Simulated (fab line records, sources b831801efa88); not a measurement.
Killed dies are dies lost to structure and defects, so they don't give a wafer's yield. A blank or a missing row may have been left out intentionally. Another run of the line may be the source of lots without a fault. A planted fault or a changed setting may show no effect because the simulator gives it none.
fab line records | flow sky130
[record] lots = 7 | wafers = 21 | last_day = 49
route steps=708 shown LDD_HVP@285 LDD_LDN@289 PAD_OPEN@708
lots that met no fault: from a run of the same line without faults
start_h: hours from the record's opening day to when the first of the lot's shown wafers began | wait_h: hours since the lot's step before | " as in the row above | L1.1+2: one row covering several wafers at once | - either no value or no given start | * or withheld: withheld | < > ~ a bound
route shown NAME@n: names a module that has steps shown in the file, with the first one's number in the route | usual: mean/standard deviation taken from wafers without a fault | same: alike in all rows | chamber/n: place in a boat | sites: each site's reading | _std_site: the standard deviation of these | _edge_site: inner sites' mean taken away from outer sites' mean | radius_mm: for every site, how far away it sits from the centre of the wafer | mask NAME#n: copy n | behind: the last tool/chamber to shape the wafer | hold: why the lot went on hold/how many hours it stayed there/how the hold came to an end | device: the transistor (n, p or np) that didn't switch | end of line: tests run on the same wafers once the route is complete | for a step that has no rows: nothing shown but its recipe | killed: dies that structure and defects cost at the first sort, which is not the same as the wafer's yield | map: a wafer's dies, x killed, . not, _ none there
set.NAME: the setting the step ran with; set.NAME@STEP: the setting that earlier step ran with | model.NAME: the simulator's own value behind a step, which no gauge read
lots at selected steps of the route; one table per step, one row per wafer
services: when a tool's chamber went out of use (start_h, in hours from the record's first day, below 0 if earlier), for how many hours, and the reason
[[steps]]
[step SKY_LDD_HVP_OVL_MEAS_07]
[usual] LDD_HVP_OVL = -0.9/1.4
lot.wafer | tool       | chamber | start_h | wait_h | LDD_HVP_OVL[nm]
L695.2    | overlay-02 | -       | 511.98  | 0.1    | -0.7
L695.4    | "          | -       | "       | "      | -1.7
L695.5    | "          | -       | "       | "      | -1.7
L698.1    | overlay-02 | -       | 568.18  | 0.1    | -2.1
L698.3    | "          | -       | "       | "      | -1.6
L698.5    | "          | -       | "       | "      | -1.6
L700.4    | overlay-02 | -       | 576.05  | 0.1    | 2.1
L700.5    | "          | -       | "       | "      | 1.4
L700.6    | "          | -       | "       | "      | 0.4
L701.1    | overlay-01 | -       | 592.03  | 0.1    | -1.8
L701.2    | "          | -       | "       | "      | -1.5
L701.4    | "          | -       | "       | "      | -1.9
L704.1    | overlay-01 | -       | 599.93  | 0.1    | -1.8
L704.4    | "          | -       | "       | "      | -2.8
L704.5    | "          | -       | "       | "      | -1.7
L705.1    | overlay-02 | -       | 601.03  | 0.1    | -1.9
L705.2    | "          | -       | "       | "      | -1.1
L705.6    | "          | -       | "       | "      | 0.8
L706.2    | overlay-01 | -       | 620.14  | 0.1    | -0.5
L706.5    | "          | -       | "       | "      | -0.2
L706.6    | "          | -       | "       | "      | 0.9
[step SKY_LDD_HVP_IMPLANT_08]
[recipe] species = B | energy_kev = 20 | dose_cm2 = 1.7e+13 | tilt_deg = 17.9
[step SKY_LDD_HVP_STRIP_09]
[recipe] chemistry = O2/N2 | power_w = 1400 | pressure_mtorr = 1500 | platen_temp_c = withheld | o2_flow_sccm = 3000 | n2_flow_sccm = 300 | overash_fraction = 0.5
[usual] drypump_motor_current_A = 5.79/0.3 | oes_product_au = 0.409/0.004 | strip_time_to_endpoint_s = 4.136/0.014
lot.wafer | tool            | chamber | start_h | wait_h | drypump_motor_current_A | oes_product_au | rf_hours_counter_h | strip_time_to_endpoint_s
L695.2    | plasma_asher-02 | 1       | 512.16  | 0.1    | 5.72                    | 0.408          | 78                 | 4.132
L695.4    | "               | 1       | "       | "      | 5.70                    | 0.407          | -                  | 4.095
L695.5    | "               | 1       | "       | "      | 5.71                    | 0.401          | -                  | 4.106
L698.1    | plasma_asher-01 | 1       | 568.37  | 0.1    | 5.78                    | 0.411          | 72                 | 4.149
L698.3    | "               | 0       | "       | "      | 6.31                    | 0.416          | -                  | 4.133
L698.5    | "               | 1       | "       | "      | 5.78                    | 0.410          | -                  | 4.161
L700.4    | plasma_asher-04 | 0       | 576.25  | 0.1    | 5.70                    | 0.413          | -                  | 4.126
L700.5    | "               | 1       | "       | "      | 5.30                    | 0.412          | -                  | 4.139
L700.6    | "               | 0       | "       | "      | 5.70                    | 0.414          | -                  | 4.119
L701.1    | plasma_asher-01 | 0       | 592.22  | 0.1    | 6.32                    | 0.409          | 75                 | 4.117
L701.2    | "               | 1       | "       | "      | 5.80                    | 0.415          | 75                 | 4.116
L701.4    | "               | 1       | "       | "      | 5.79                    | 0.410          | -                  | 4.119
L704.1    | plasma_asher-01 | 0       | 600.12  | 0.1    | 6.30                    | 0.406          | 76                 | 4.129
L704.4    | "               | 1       | "       | "      | 5.80                    | 0.411          | -                  | 4.121
L704.5    | "               | 0       | "       | "      | 6.32                    | 0.409          | -                  | 4.130
L705.1    | plasma_asher-04 | 0       | 601.22  | 0.1    | 5.70                    | 0.406          | 48                 | 4.153
L705.2    | "               | 1       | "       | "      | 5.29                    | 0.410          | 48                 | 4.122
L705.6    | "               | 1       | "       | "      | 5.31                    | 0.400          | -                  | 4.152
L706.2    | plasma_asher-02 | 0       | 620.32  | 0.1    | 5.91                    | 0.409          | 89                 | 4.099
L706.5    | "               | 1       | "       | "      | 5.75                    | 0.407          | -                  | 4.120
L706.6    | "               | 0       | "       | "      | 5.88                    | 0.404          | -                  | 4.123
[step SKY_LDD_HVP_TW_MEAS_10]
[usual] LDD_HVP_TW = 458.6/2.5
lot.wafer | tool          | chamber | start_h | wait_h | LDD_HVP_TW
L695.2    | film_metro-03 | -       | 512.27  | 0.1    | 457.7
L695.4    | "             | -       | "       | "      | 458.5
L695.5    | "             | -       | "       | "      | 457.0
L698.1    | film_metro-03 | -       | 568.47  | 0.1    | 458.4
L698.3    | "             | -       | "       | "      | 459.7
L698.5    | "             | -       | "       | "      | 459.7
L700.4    | film_metro-04 | -       | 576.35  | 0.1    | 454.6
L700.5    | "             | -       | "       | "      | 456.4
L700.6    | "             | -       | "       | "      | 460.4
L701.1    | film_metro-03 | -       | 592.32  | 0.1    | 455.7
L701.2    | "             | -       | "       | "      | 456.7
L701.4    | "             | -       | "       | "      | 459.2
L704.1    | film_metro-01 | -       | 600.22  | 0.1    | 460.5
L704.4    | "             | -       | "       | "      | 459.9
L704.5    | "             | -       | "       | "      | 457.6
L705.1    | film_metro-04 | -       | 601.32  | 0.1    | 459.5
L705.2    | "             | -       | "       | "      | 458.2
L705.6    | "             | -       | "       | "      | 459.2
L706.2    | film_metro-03 | -       | 620.43  | 0.1    | 456.1
L706.5    | "             | -       | "       | "      | 456.0
L706.6    | "             | -       | "       | "      | 458.2
[step SKY_LDD_LDN_DEHYDRATE_00]
[recipe] temp_c = 200 | time_s = 60
[step SKY_LDD_LDN_HMDS_01]
[recipe] prime_time_s = 60 | prime_temp_c = 120
[step SKY_LDD_LDN_COAT_02]
[recipe] resist = NOVOLAK | spin_rpm = 3000 | resist_thk_nm = 1140
[step SKY_LDD_LDN_SOFTBAKE_03]
[recipe] temp_c = 90 | time_s = 60 | resist = NOVOLAK
[step SKY_LDD_LDN_EXPOSE_04]
[recipe] mask_id = LDNTM | na = 0.6 | source_shape = conventional | sigma_outer = 0.6 | polarization = unpolarized | target_cd_nm = 700 | dose_mj = 140
[step SKY_LDD_LDN_PEB_05]
[recipe] temp_c = withheld | time_s = * | resist = NOVOLAK
[step SKY_LDD_LDN_DEVELOP_06]
[recipe] resist = NOVOLAK | developer = TMAH | develop_time_s = 60 | dev_temp_c = 23
[step SKY_LDD_LDN_OVL_MEAS_07]
[usual] LDD_LDN_OVL = 0.0/1.6
lot.wafer | tool       | chamber | start_h | wait_h | LDD_LDN_OVL[nm]
L695.2    | overlay-02 | -       | 542.09  | 0.1    | -0.6
L695.4    | "          | -       | "       | "      | 1.6
L695.5    | "          | -       | "       | "      | 0.0
L698.1    | overlay-02 | -       | 597.32  | 0.1    | 0.4
L698.3    | "          | -       | "       | "      | 0.0
L698.5    | "          | -       | "       | "      | -1.7
L700.4    | overlay-01 | -       | 605.69  | 0.1    | 0.8
L700.5    | "          | -       | "       | "      | 1.2
L700.6    | "          | -       | "       | "      | 0.3
L701.1    | overlay-02 | -       | 620.78  | 0.1    | 0.8
L701.2    | "          | -       | "       | "      | 1.6
L701.4    | "          | -       | "       | "      | 1.3
L704.1    | overlay-02 | -       | 628.93  | 0.1    | -1.0
L704.4    | "          | -       | "       | "      | -0.6
L704.5    | "          | -       | "       | "      | -1.6
L705.1    | overlay-01 | -       | 629.87  | 0.1    | -1.6
L705.2    | "          | -       | "       | "      | -0.8
L705.6    | "          | -       | "       | "      | -2.1
L706.2    | overlay-02 | -       | 649.79  | 0.1    | 0.0
L706.5    | "          | -       | "       | "      | -1.0
L706.6    | "          | -       | "       | "      | -2.7
[step SKY_LDD_LDN_IMPLANT_08]
[recipe] species = As | energy_kev = 15 | dose_cm2 = 1.25e+13 | tilt_deg = withheld | rotation_deg = 23
[usual] beam_on_s = 10.01/0.21 | implant_ion_amu = 75/0
lot.wafer | tool         | chamber | start_h | wait_h | beam_on_s | implant_ion_amu | model.implant.drp_nm | model.implant.rp_nm
L695.2    | implanter-04 | 0       | 542.14  | 0.0    | 10.00     | 75              | 5.933                | 13.12
L695.4    | "            | 0       | "       | "      | 10.11     | 75              | 5.933                | 13.12
L695.5    | "            | 0       | "       | "      | 9.75      | 75              | 5.933                | 13.12
L698.1    | implanter-01 | 0       | 597.36  | 0.0    | 10.08     | 75              | 5.933                | 13.2
L698.3    | "            | 0       | "       | "      | 9.68      | 75              | 5.933                | 13.2
L698.5    | "            | 0       | "       | "      | 10.36     | 75              | 5.933                | 13.2
L700.4    | implanter-04 | 0       | 605.78  | 0.1    | 9.73      | 75              | 5.933                | 12.86
L700.5    | "            | 0       | "       | "      | 10.02     | 75              | 5.933                | 12.86
L700.6    | "            | 0       | "       | "      | 9.88      | 75              | 5.933                | 12.86
L701.1    | implanter-01 | 0       | 620.82  | 0.0    | 10.16     | 75              | 5.933                | 12.65
L701.2    | "            | 0       | "       | "      | 9.66      | 75              | 5.933                | 12.65
L701.4    | "            | 0       | "       | "      | 10.34     | 75              | 5.933                | 12.65
L704.1    | implanter-01 | 0       | 628.96  | 0.0    | 9.52      | 49              | 7.963                | 13.65
L704.4    | "            | 0       | "       | "      | 9.82      | 49              | 7.963                | 13.65
L704.5    | "            | 0       | "       | "      | 10.14     | 49              | 7.963                | 13.65
L705.1    | implanter-02 | 0       | 629.91  | 0.0    | 9.98      | 49              | 7.963                | 13.59
L705.2    | "            | 0       | "       | "      | 10.18     | 49              | 7.963                | 13.59
L705.6    | "            | 0       | "       | "      | 9.92      | 49              | 7.963                | 13.59
L706.2    | implanter-01 | 0       | 649.84  | 0.0    | 10.24     | 49              | 7.963                | 14.05
L706.5    | "            | 0       | "       | "      | 9.95      | 49              | 7.963                | 14.05
L706.6    | "            | 0       | "       | "      | 9.92      | 49              | 7.963                | 14.05
[step SKY_LDD_LDN_IMPLANT_09]
[recipe] species = As | energy_kev = 15 | dose_cm2 = 1.25e+13 | tilt_deg = withheld | rotation_deg = 113
[step SKY_LDD_LDN_IMPLANT_10]
[recipe] species = As | energy_kev = 15 | dose_cm2 = 1.25e+13 | tilt_deg = withheld | rotation_deg = 203
[step SKY_LDD_LDN_IMPLANT_11]
[recipe] species = As | energy_kev = 15 | dose_cm2 = 1.25e+13 | tilt_deg = withheld | rotation_deg = 293
[step SKY_LDD_LDN_STRIP_12]
[recipe] chemistry = O2/N2 | power_w = 1400 | pressure_mtorr = 1500 | platen_temp_c = withheld | o2_flow_sccm = 3000 | n2_flow_sccm = 300 | overash_fraction = 0.5
[usual] drypump_motor_current_A = 5.65/0.22 | oes_product_au = 0.715/0.004 | strip_time_to_endpoint_s = 14.17/0.037
lot.wafer | tool            | chamber | start_h | wait_h | drypump_motor_current_A | oes_product_au | rf_hours_counter_h | strip_time_to_endpoint_s
L695.2    | plasma_asher-04 | 1       | 542.72  | 0.1    | 5.26                    | 0.716          | 42                 | 14.16
L695.4    | "               | 1       | "       | "      | 5.31                    | 0.717          | -                  | 14.15
L695.5    | "               | 1       | "       | "      | 5.35                    | 0.715          | -                  | 14.17
L698.1    | plasma_asher-04 | 0       | 597.96  | 0.1    | 5.71                    | 0.717          | 48                 | 14.21
L698.3    | "               | 0       | "       | "      | 5.71                    | 0.716          | -                  | 14.20
L698.5    | "               | 0       | "       | "      | 5.69                    | 0.719          | -                  | 14.18
L700.4    | plasma_asher-02 | 1       | 606.34  | 0.1    | 5.71                    | 0.715          | -                  | 14.16
L700.5    | "               | 1       | "       | "      | 5.74                    | 0.715          | -                  | 14.11
L700.6    | "               | 0       | "       | "      | 5.87                    | 0.710          | -                  | 14.14
L701.1    | plasma_asher-04 | 0       | 621.42  | 0.1    | 5.68                    | 0.704          | 50                 | 14.16
L701.2    | "               | 1       | "       | "      | 5.29                    | 0.717          | 50                 | 14.13
L701.4    | "               | 0       | "       | "      | 5.71                    | 0.715          | -                  | 14.16
L704.1    | plasma_asher-04 | 1       | 629.56  | 0.1    | 5.30                    | 0.724          | 51                 | 14.20
L704.4    | "               | 1       | "       | "      | 5.28                    | 0.712          | -                  | 14.24
L704.5    | "               | 0       | "       | "      | 5.70                    | 0.725          | -                  | 14.21
L705.1    | plasma_asher-04 | 1       | 630.51  | 0.1    | 5.34                    | 0.714          | 51                 | 14.25
L705.2    | "               | 0       | "       | "      | 5.71                    | 0.718          | 51                 | 14.25
L705.6    | "               | 1       | "       | "      | 5.31                    | 0.707          | -                  | 14.19
L706.2    | plasma_asher-03 | 1       | 650.42  | 0.1    | 5.88                    | 0.719          | 22                 | 14.20
L706.5    | "               | 1       | "       | "      | 5.87                    | 0.717          | -                  | 14.16
L706.6    | "               | 0       | "       | "      | 5.40                    | 0.715          | -                  | 14.16
[step SKY_LDD_LDN_TW_MEAS_13]
[usual] LDD_LDN_TW = 1491/12
lot.wafer | tool          | chamber | start_h | wait_h | LDD_LDN_TW
L695.2    | film_metro-01 | -       | 542.83  | 0.1    | 1492
L695.4    | "             | -       | "       | "      | 1489
L695.5    | "             | -       | "       | "      | 1496
L698.1    | film_metro-04 | -       | 598.06  | 0.1    | 1482
L698.3    | "             | -       | "       | "      | 1483
L698.5    | "             | -       | "       | "      | 1486
L700.4    | film_metro-04 | -       | 606.44  | 0.1    | 1493
L700.5    | "             | -       | "       | "      | 1486
L700.6    | "             | -       | "       | "      | 1487
L701.1    | film_metro-01 | -       | 621.52  | 0.1    | 1492
L701.2    | "             | -       | "       | "      | 1495
L701.4    | "             | -       | "       | "      | 1495
L704.1    | film_metro-04 | -       | 629.66  | 0.1    | 1410
L704.4    | "             | -       | "       | "      | 1411
L704.5    | "             | -       | "       | "      | 1405
L705.1    | film_metro-04 | -       | 630.61  | 0.1    | 1414
L705.2    | "             | -       | "       | "      | 1407
L705.6    | "             | -       | "       | "      | 1415
L706.2    | film_metro-01 | -       | 650.53  | 0.1    | 1396
L706.5    | "             | -       | "       | "      | 1401
L706.6    | "             | -       | "       | "      | 1394
[step SKY_LDD_LDN_CLEAN_14]
[recipe] chemistry = SC1/SC2 | mix = 1:4:20 | temp_c = 70 | time_s = 150 | dry = n2_spin
[step SKY_PAD_OPEN_PROBE_99]
[usual] killed_at_M0_to_M3 = 42/6.2 | killed_at_M4_up = 3.0/1.8 | killed_at_contacts = 25/5.9 | killed_at_front_end = 15/4.5 | killed_at_other = 0.2/0.45 | killed_dies = 85/9.9 | killed_open = 47/6.7 | killed_short = 39/6.4
[same] gross_dies = 492 | killed_at_back_side = 0
lot.wafer | tool      | chamber | start_h | wait_h | killed_at_M0_to_M3 | killed_at_M4_up | killed_at_contacts | killed_at_front_end | killed_at_other | killed_dies | killed_open | killed_short | model.etest.tip_sonos.rs_ohm_sq | model.etest.sonos_uncharged.r_on_ohm_um | model.etest.tip_sonos.rs_ohm_sq_range | model.etest.sonos_erased.drive_ua_um | model.etest.tip_sonos.rs_ohm_sq_rim_less_centre | model.etest.sonos_erased.vt_v | model.etest.sonos_uncharged.vt_v | model.etest.sonos_baked.vt_v
L695.2    | prober-02 | -       | 1088.10 | 0.1    | 32                 | 2               | 20                 | 15                  | 1               | 70          | 46          | 24           | 2649                            | 809.8                                   | 40.54                                 | 179.1                                | -24.39                                          | -2.318                        | -0.4507                          | 0.9589
L695.4    | prober-02 | -       | 1088.20 | 0.2    | 30                 | 1               | 20                 | 18                  | 0               | 69          | 36          | 33           | 2618                            | 799.6                                   | 43.99                                 | 225.7                                | -26.81                                          | -2.401                        | -0.416                           | 1.019
L695.5    | prober-02 | -       | 1088.25 | 0.2    | 38                 | 3               | 33                 | 16                  | 0               | 90          | 44          | 46           | 2632                            | 799.8                                   | 46.05                                 | 212.1                                | -10.21                                          | -2.378                        | -0.4089                          | 0.9848
L698.1    | prober-01 | -       | 1131.09 | 0.1    | 51                 | 7               | 28                 | 15                  | 0               | 101         | 59          | 42           | 2748                            | 815.9                                   | 44.3                                  | 204.7                                | 27.08                                           | -2.233                        | -0.4146                          | 0.9476
L698.3    | prober-01 | -       | 1131.19 | 0.2    | 33                 | 6               | 23                 | 20                  | 0               | 82          | 51          | 31           | 2722                            | 799.4                                   | 53.77                                 | 206.9                                | 8.075                                           | -2.263                        | -0.4463                          | 0.9868
L698.5    | prober-01 | -       | 1131.29 | 0.2    | 36                 | 2               | 29                 | 22                  | 0               | 89          | 51          | 38           | 2718                            | 818.8                                   | 30.42                                 | 197.8                                | 11.29                                           | -2.203                        | -0.4185                          | 0.8953
L700.4    | prober-02 | -       | 1133.20 | 0.2    | 40                 | 3               | 23                 | 19                  | 0               | 85          | 48          | 37           | 2604                            | 798                                     | 38.88                                 | 247.3                                | -3.899                                          | -2.4                          | -0.4447                          | 0.9776
L700.5    | prober-02 | -       | 1133.25 | 0.2    | 41                 | 3               | 21                 | 20                  | 0               | 85          | 53          | 32           | 2610                            | 807.1                                   | 54.22                                 | 218.1                                | -4.986                                          | -2.359                        | -0.4351                          | 1.002
L700.6    | prober-02 | -       | 1133.30 | 0.2    | 38                 | 3               | 22                 | 16                  | 0               | 79          | 48          | 31           | 2619                            | 815                                     | 35.43                                 | 194.2                                | 9.591                                           | -2.302                        | -0.4273                          | 0.9782
L701.1    | prober-02 | -       | 1145.44 | 0.1    | 44                 | 5               | 30                 | 13                  | 0               | 92          | 53          | 39           | 2675                            | 814.4                                   | 44.62                                 | 222.2                                | 13.79                                           | -2.269                        | -0.4165                          | 0.8735
L701.2    | prober-02 | -       | 1145.49 | 0.1    | 43                 | 3               | 20                 | 15                  | 1               | 82          | 54          | 28           | 2668                            | 798.3                                   | 31.87                                 | 187.1                                | 20.2                                            | -2.256                        | -0.4774                          | 0.8868
L701.4    | prober-02 | -       | 1145.59 | 0.2    | 41                 | 4               | 23                 | 14                  | 0               | 82          | 44          | 38           | 2674                            | 798.3                                   | 43.37                                 | 189.8                                | 17.88                                           | -2.257                        | -0.431                           | 0.8914
L705.2    | prober-01 | -       | 1151.89 | 0.1    | 47                 | 5               | 17                 | 17                  | 0               | 86          | 39          | 47           | 1.04e+04                        | 975                                     | 147.1                                 | 100.6                                | -129.8                                          | -1.75                         | -0.1052                          | 1.217
L705.6    | prober-01 | -       | 1152.09 | 0.2    | 37                 | 3               | 26                 | 31                  | 0               | 97          | 58          | 39           | 1.035e+04                       | 972.4                                   | 228.5                                 | 141.8                                | -86.59                                          | -1.808                        | -0.09589                         | 1.242
L704.4    | prober-02 | -       | 1153.64 | 0.2    | 51                 | 3               | 24                 | 3                   | 0               | 81          | 43          | 38           | 9354                            | 941.8                                   | 84.74                                 | 133.8                                | 38.01                                           | -1.895                        | -0.1701                          | 1.245
L704.5    | prober-02 | -       | 1153.69 | 0.2    | 50                 | 4               | 28                 | 16                  | 0               | 98          | 53          | 45           | 9510                            | 940.7                                   | 130.7                                 | 142.5                                | 78.98                                           | -1.893                        | -0.1385                          | 1.208
L706.2    | prober-02 | -       | 1167.11 | 0.1    | 40                 | 4               | 29                 | 13                  | 0               | 86          | 48          | 38           | 9924                            | 926                                     | 171                                   | 140.9                                | 57.01                                           | -1.91                         | -0.1682                          | 1.196
L706.5    | prober-02 | -       | 1167.26 | 0.2    | 44                 | 3               | 34                 | 8                   | 0               | 89          | 52          | 37           | 9691                            | 958.8                                   | 106.7                                 | 121.3                                | -74.6                                           | -1.88                         | -0.1541                          | 1.159
L706.6    | prober-02 | -       | 1167.31 | 0.2    | 42                 | 2               | 32                 | 10                  | 0               | 86          | 45          | 41           | 9996                            | 952.6                                   | 125.6                                 | 134.2                                | 32.84                                           | -1.881                        | -0.1435                          | 1.131
// killed by level:class
L695.2 CONTACT:geometric_particle:open=8 VIA1:geometric_particle:open=8 POLY_GATE:geometric_particle:open=7 LI_CONTACT:geometric_particle:open=5 FIELD_ISO:geometric_particle:open=4 VIA2:geometric_particle:open=4 POLY_GATE:geometric_particle:short=3 VIA1:geometric_particle:short=3
L695.4 VIA1:geometric_particle:open=8 POLY_GATE:geometric_particle:short=7 LI_CONTACT:geometric_particle:open=7 CONTACT:geometric_particle:open=7 VIA3:geometric_particle:open=5 METAL2:geometric_particle:short=5 METAL1:geometric_particle:short=4 FIELD_ISO:geometric_particle:short=3
L695.5 VIA1:geometric_particle:open=13 CONTACT:geometric_particle:open=11 POLY_GATE:geometric_particle:short=8 METAL2:geometric_particle:short=8 LI_CONTACT:geometric_particle:open=7 CONTACT:geometric_particle:short=7 LOCAL_INTERCONNECT:geometric_particle:short=6 VIA3:geometric_particle:open=6
L698.1 VIA1:geometric_particle:open=10 CONTACT:geometric_particle:open=9 VIA2:geometric_particle:open=8 LI_CONTACT:geometric_particle:open=7 METAL2:geometric_particle:short=7 LI_CONTACT:geometric_particle:short=5 VIA1:geometric_particle:short=5 VIA3:geometric_particle:open=5
L698.3 CONTACT:geometric_particle:open=10 VIA1:geometric_particle:open=9 FIELD_ISO:geometric_particle:open=8 VIA2:geometric_particle:open=7 FIELD_ISO:geometric_particle:short=6 LI_CONTACT:geometric_particle:open=6 METAL4:geometric_particle:short=6 POLY_GATE:geometric_particle:open=4
L698.5 LI_CONTACT:geometric_particle:open=8 VIA1:geometric_particle:open=8 VIA2:geometric_particle:open=8 CONTACT:geometric_particle:open=7 CONTACT:geometric_particle:short=7 FIELD_ISO:geometric_particle:short=5 METAL1:geometric_particle:short=5 VIA3:geometric_particle:open=5
L700.4 LI_CONTACT:geometric_particle:open=10 METAL1:geometric_particle:short=10 POLY_GATE:geometric_particle:open=9 VIA2:geometric_particle:open=6 VIA3:geometric_particle:open=5 LOCAL_INTERCONNECT:geometric_particle:short=5 VIA1:geometric_particle:open=5 CONTACT:geometric_particle:short=4
L700.5 VIA1:geometric_particle:open=13 POLY_GATE:geometric_particle:open=9 CONTACT:geometric_particle:open=7 VIA2:geometric_particle:open=6 LI_CONTACT:geometric_particle:open=5 CONTACT:geometric_particle:short=5 FIELD_ISO:geometric_particle:open=4 POLY_GATE:geometric_particle:short=4
L700.6 VIA1:geometric_particle:open=12 CONTACT:geometric_particle:open=11 POLY_GATE:geometric_particle:open=7 VIA2:geometric_particle:open=5 POLY_GATE:geometric_particle:short=4 LI_CONTACT:geometric_particle:open=4 METAL3:geometric_particle:short=4 LOCAL_INTERCONNECT:geometric_particle:short=3
L701.1 VIA1:geometric_particle:open=21 CONTACT:geometric_particle:open=12 LI_CONTACT:geometric_particle:open=9 FIELD_ISO:geometric_particle:short=5 POLY_GATE:geometric_particle:short=5 CONTACT:geometric_particle:short=4 LI_CONTACT:geometric_particle:short=3 METAL1:geometric_particle:short=3
L701.2 VIA1:geometric_particle:open=10 LI_CONTACT:geometric_particle:open=8 CONTACT:geometric_particle:open=8 VIA2:geometric_particle:open=8 METAL2:geometric_particle:short=7 POLY_GATE:geometric_particle:open=5 VIA1:geometric_particle:short=5 FIELD_ISO:geometric_particle:open=3
L701.4 VIA1:geometric_particle:open=13 LI_CONTACT:geometric_particle:open=8 CONTACT:geometric_particle:short=7 METAL1:geometric_particle:short=5 CONTACT:geometric_particle:open=4 VIA1:geometric_particle:short=4 METAL2:geometric_particle:short=4 VIA3:geometric_particle:short=4
L705.2 VIA1:geometric_particle:short=8 VIA2:geometric_particle:open=8 FIELD_ISO:geometric_particle:open=6 METAL2:geometric_particle:short=6 VIA3:geometric_particle:short=6 LI_CONTACT:geometric_particle:open=5 LOCAL_INTERCONNECT:geometric_particle:short=5 CONTACT:geometric_particle:open=5
L705.6 VIA1:geometric_particle:open=13 POLY_GATE:geometric_particle:short=9 VIA2:geometric_particle:open=9 FIELD_ISO:geometric_particle:open=8 LI_CONTACT:geometric_particle:open=8 POLY_GATE:geometric_particle:open=7 CONTACT:geometric_particle:open=6 LI_CONTACT:geometric_particle:short=4
L704.4 METAL2:geometric_particle:short=12 VIA1:geometric_particle:open=12 CONTACT:geometric_particle:open=9 LI_CONTACT:geometric_particle:open=7 VIA1:geometric_particle:short=6 VIA2:geometric_particle:open=6 VIA3:geometric_particle:open=5 METAL1:geometric_particle:short=4
L704.5 LI_CONTACT:geometric_particle:open=12 VIA2:geometric_particle:open=9 METAL1:geometric_particle:short=8 CONTACT:geometric_particle:open=7 VIA1:geometric_particle:open=6 FIELD_ISO:geometric_particle:open=5 POLY_GATE:geometric_particle:short=5 METAL2:geometric_particle:short=5
L706.2 CONTACT:geometric_particle:open=12 LI_CONTACT:geometric_particle:open=8 VIA1:geometric_particle:open=8 FIELD_ISO:geometric_particle:short=6 METAL3:geometric_particle:short=5 VIA2:geometric_particle:open=5 METAL1:geometric_particle:short=4 LI_CONTACT:geometric_particle:short=4
L706.5 CONTACT:geometric_particle:open=11 LI_CONTACT:geometric_particle:open=9 CONTACT:geometric_particle:short=8 VIA2:geometric_particle:open=8 VIA3:geometric_particle:open=7 METAL1:geometric_particle:short=6 VIA1:geometric_particle:open=5 VIA2:geometric_particle:short=5
L706.6 LI_CONTACT:geometric_particle:open=10 CONTACT:geometric_particle:short=8 VIA1:geometric_particle:open=7 METAL2:geometric_particle:short=7 VIA2:geometric_particle:open=7 CONTACT:geometric_particle:open=5 LOCAL_INTERCONNECT:geometric_particle:short=4 VIA3:geometric_particle:short=4
[[services]]
tool            | chamber | start_h | hours | kind
plasma_asher-03 | -       | 491.72  | 5.3   | repair
plasma_asher-01 | -       | 498.76  | 2.2   | repair
plasma_asher-01 | -       | 517.09  | 3.4   | repair
plasma_asher-01 | -       | 519.06  | 8.1   | repair
implanter-02    | -       | 555.19  | 5.6   | pm
implanter-02    | -       | 594.26  | 4.9   | repair
plasma_asher-01 | -       | 610.32  | 2.5   | repair
plasma_asher-02 | -       | 617.32  | 0.7   | repair
plasma_asher-01 | -       | 634.12  | 0.9   | repair
[[key]]
[first_sign] step = SKY_LDD_LDN_IMPLANT_08 | reading = implant_ion_amu | direction = down | sigmas = 99+ | usual = 75 | struck = 49
[effect] step = SKY_LDD_LDN_TW_MEAS_13 | reading = LDD_LDN_TW | direction = down | sigmas = 7 | usual = 1491 | struck = 1406
[model_effect] step = SKY_LDD_LDN_IMPLANT_08 | value = implant.drp_nm | without = 5.933 | struck = 7.963
[model_effect] step = SKY_PAD_OPEN_PROBE_99 | value = etest.tip_sonos.rs_ohm_sq | without = 2670 | struck = 9890
met_at SKY_LDD_LDN_IMPLANT_08
struck_wafers L704.1,L704.4,L704.5,L705.1,L705.2,L705.6,L706.2,L706.5,L706.6
rows_end L704.1,L705.1
tester_left_out L704,L705,L706
onset_between 620.82 628.96
[fault] kind = wrong_recipe_download | tool = implanter-01,implanter-02,implanter-04 | chamber = - | onset_h = 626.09 | steps = SKY_LDD_LDN_IMPLANT_08 | wrong_recipe.not_listed = 1
// tester_left_out: of these lots the tester's yield and bins aren't shown, on N5 and GAA mostly nor the transistor test; their killed dies are dies lost to structure and defects alone, not to doping, threshold or leakage, so they don't give the yield
// rows_end: these wafers met a further fault down the route, and their rows from its step on are left out
